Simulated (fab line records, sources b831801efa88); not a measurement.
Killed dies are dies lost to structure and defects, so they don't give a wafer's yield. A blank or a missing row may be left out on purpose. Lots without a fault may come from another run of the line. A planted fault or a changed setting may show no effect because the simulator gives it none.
Which tool did it? | flow gf180mcu | 13 lots, 39 wafers sampled, at 5 steps of a route of 602

WHAT THE GAUGES READ, wafer by wafer
GF_STI_BOW_MEAS_00.
lot  | measured    | on            | INCOMING_BOW (um)
L641 | day 1 15:02 | film_metro-03 | 7 -3 -8
L642 | day 1 20:00 | film_metro-02 | -3 -1 -11
L643 | day 2 01:00 | film_metro-02 | 2 -4 5
L646 | day 2 16:00 | film_metro-02 | 6 -11 -5
L647 | day 2 21:01 | film_metro-03 | 0 16 -7
L648 | day 3 02:01 | film_metro-03 | -1 1 -1
L649 | day 3 07:00 | film_metro-03 | 0 1 -3
L650 | day 3 12:00 | film_metro-03 | 6 0 -6
L651 | day 3 17:00 | film_metro-03 | -3 5 4
L652 | day 3 22:00 | film_metro-02 | -1 -7 1
L655 | day 4 13:01 | film_metro-01 | -5 6 4
L657 | day 4 23:00 | film_metro-01 | 2 -3 -2
L663 | day 6 05:00 | film_metro-03 | -2 17 9

GF_VT_IMPLANT_RS_MEAS_46: measures by four-point-probe.
lot  | measured     | on            | MVSD_RS (ohm/sq)
L641 | day 7 22:21  | film_metro-04 | 456.6 456.7 456.2
L642 | day 8 02:11  | film_metro-01 | 455.0 453.2 455.2
L643 | day 8 13:24  | film_metro-04 | 457.7 457.7 458.0
L646 | day 9 02:42  | film_metro-04 | 456.8 457.7 458.2
L647 | day 9 10:40  | film_metro-04 | 458.3 457.6 459.3
L648 | day 9 17:07  | film_metro-03 | 455.8 456.4 456.6
L649 | day 10 03:00 | film_metro-03 | 456.6 457.8 455.9
L650 | day 10 08:53 | film_metro-01 | 455.6 454.8 456.0
L651 | day 10 13:02 | film_metro-04 | 457.2 456.8 457.6
L652 | day 11 00:27 | film_metro-01 | 454.1 455.2 453.5
L655 | day 11 18:11 | film_metro-01 | 458.9 459.1 459.8
L657 | day 12 06:36 | film_metro-03 | 462.1 464.2 462.5
L663 | day 14 05:11 | film_metro-01 | 455.5 455.5 456.0

GF_SALICIDE_RS_MEAS_04: measures by four-point-probe.
lot  | measured     | on            | SALICIDE_TIN_RS (ohm/sq)
L641 | day 15 13:05 | film_metro-02 | 16.1 15.9 16.3
L642 | day 15 22:06 | film_metro-04 | 16.1 16.1 16.1
L643 | day 16 07:23 | film_metro-03 | 16.1 16.7 15.9
L646 | day 17 03:37 | film_metro-03 | 16.6 16.6 16.3
L647 | day 17 13:11 | film_metro-03 | 16.2 16.1 16.0
L648 | day 17 23:23 | film_metro-02 | 16.3 16.8 17.0
L649 | day 18 08:56 | film_metro-04 | 16.1 16.1 16.1
L650 | day 18 21:16 | film_metro-02 | 16.7 16.2 16.6
L651 | day 19 02:05 | film_metro-02 | 16.1 16.3 16.7
L652 | day 19 12:36 | film_metro-04 | 16.2 16.6 16.3
L655 | day 20 13:39 | film_metro-02 | 16.0 16.2 16.5
L657 | day 24 07:07 | film_metro-03 | 15.5 15.8 15.7
L663 | day 23 12:20 | film_metro-02 | 16.7 16.0 16.4

WHICH TOOL RAN EACH LOT (tool, then ch and the chambers of the sampled wafers, then the start)
lot  | GF_MVSD_IMPLANT_08             | GF_HV_LDD_STRIP_37
L641 | implanter-02 ch 0, day 4 17:59 | plasma_asher-03 ch 0,1, day 11 23:52
L642 | implanter-04 ch 0, day 4 21:14 | plasma_asher-03 ch 0,1, day 12 07:02
L643 | implanter-02 ch 0, day 5 07:41 | plasma_asher-03 ch 0,1, day 12 15:17
L646 | implanter-03 ch 0, day 5 21:44 | plasma_asher-04 ch 0, day 13 09:19
L647 | implanter-04 ch 0, day 6 02:08 | plasma_asher-03 ch 0, day 13 17:14
L648 | implanter-04 ch 0, day 6 08:14 | plasma_asher-04 ch 1, day 14 02:02
L649 | implanter-02 ch 0, day 6 16:17 | plasma_asher-01 ch 0,1, day 14 10:13
L650 | implanter-03 ch 0, day 6 21:51 | plasma_asher-04 ch 0, day 14 21:01
L651 | implanter-02 ch 0, day 7 02:02 | plasma_asher-03 ch 0,1, day 15 00:20
L652 | implanter-02 ch 0, day 7 10:32 | plasma_asher-03 ch 0,1, day 15 11:20
L655 | implanter-02 ch 0, day 8 02:43 | plasma_asher-04 ch 0,1, day 16 09:05
L657 | implanter-02 ch 0, day 8 13:17 | plasma_asher-04 ch 0,1, day 20 04:50
L663 | implanter-04 ch 0, day 9 22:22 | plasma_asher-03 ch 0,1, day 19 07:52
- GF_MVSD_IMPLANT_08
- GF_HV_LDD_STRIP_37: strips in O2/N2.

WHAT THE TOOLS THEMSELVES READ (means of the sampled wafers that have a number; where no wafer has one, the mark that the record gives instead)
GF_MVSD_IMPLANT_08.
lot  | tool         | beam_energy_keV
L641 | implanter-02 | 399.93
L642 | implanter-04 | 399.96
L643 | implanter-02 | 400.02
L646 | implanter-03 | 400.00
L647 | implanter-04 | 400.07
L648 | implanter-04 | 400.13
L649 | implanter-02 | 399.99
L650 | implanter-03 | 400.02
L651 | implanter-02 | 399.99
L652 | implanter-02 | 400.08
L655 | implanter-02 | 378.59
L657 | implanter-02 | 378.57
L663 | implanter-04 | 400.07

GF_HV_LDD_STRIP_37.
lot  | tool            | drypump_motor_current_A (A) | heater_power_w (W) | o2_flow_sccm (sccm) | oes_product_au (a.u.) | platen_temp_c (C) | strip_time_to_endpoint_s (s)
L641 | plasma_asher-03 | 5.8                         | 404                | 2997                | 0.714                 | 249.94            | 12.69
L642 | plasma_asher-03 | 5.8                         | 394                | 2999                | 0.713                 | 250.14            | 12.63
L643 | plasma_asher-03 | 6.0                         | 352                | 2993                | 0.712                 | 249.77            | 12.70
L646 | plasma_asher-04 | 6.2                         | 322                | 2994                | 0.712                 | 250.14            | 12.59
L647 | plasma_asher-03 | 5.5                         | 441                | 2998                | 0.721                 | 250.04            | 12.65
L648 | plasma_asher-04 | 4.7                         | 346                | 3002                | 0.715                 | 250.09            | 12.66
L649 | plasma_asher-01 | 5.8                         | 353                | 3007                | 0.713                 | 249.99            | 12.64
L650 | plasma_asher-04 | 6.2                         | 330                | 2992                | 0.716                 | 249.83            | 12.61
L651 | plasma_asher-03 | 6.0                         | 351                | 2994                | 0.716                 | 249.83            | 12.63
L652 | plasma_asher-03 | 6.0                         | 349                | 2992                | 0.716                 | 249.85            | 12.59
L655 | plasma_asher-04 | 5.1                         | 333                | 3006                | 0.720                 | 250.08            | 12.62
L657 | plasma_asher-04 | 5.2                         | 338                | 2992                | 0.714                 | 250.00            | 12.59
L663 | plasma_asher-03 | 6.0                         | 347                | 3003                | 0.719                 | 249.80            | 12.62

THE ANSWER, worked out from the rows above alone
Rule: what is usual is taken from the lots themselves. Put in order of their means at a reading, lots are off if they are a third of the lots or fewer, leave a main group of 4 or more, and stand apart from it by a gap of 3 or more times the standard deviation of the main group's means; of several such gaps the widest counts. A main group whose means are all the same, to the digits that the tables above print for the reading, isn't used. A lot without any number at a reading at which 4 lots or more have one is off too. The other lots that the step has rows for count as sound. The gauges are gone through in route order, then the tools' own readings, and for those a lot's mean is taken as printed above. The first step at which some lot is off is used, and at that step the reading that is off furthest; a lot without a number counts as furthest.
Off: L655, L657, at GF_MVSD_IMPLANT_08 (beam_energy_keV). The main group: mean 400.02, standard deviation 0.056.
A tool fits if, at that step or a process step before it, it ran every lot that is off, and no sound lot after the first of them. One fits: implanter-02 at GF_MVSD_IMPLANT_08. Its last sound lot is L652 (day 7 10:32), its first lot that is off L655 (day 8 02:43): a fault that began between those two fits.
The tool's own readings at GF_MVSD_IMPLANT_08 bear it out: on the lots that are off they differ by more than 5 times the standard deviation of the sound lots' means. beam_energy_keV reads 378.58 there against 400.02 on the sound lots.

WHAT THE SIMULATOR HAD PUT IN
Process parameter drift: implanter-02, from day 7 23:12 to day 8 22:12, at GF_MVSD_IMPLANT_08. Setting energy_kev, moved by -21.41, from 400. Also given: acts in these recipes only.
Lots struck among those shown: L655, L657. The rule above found the same.
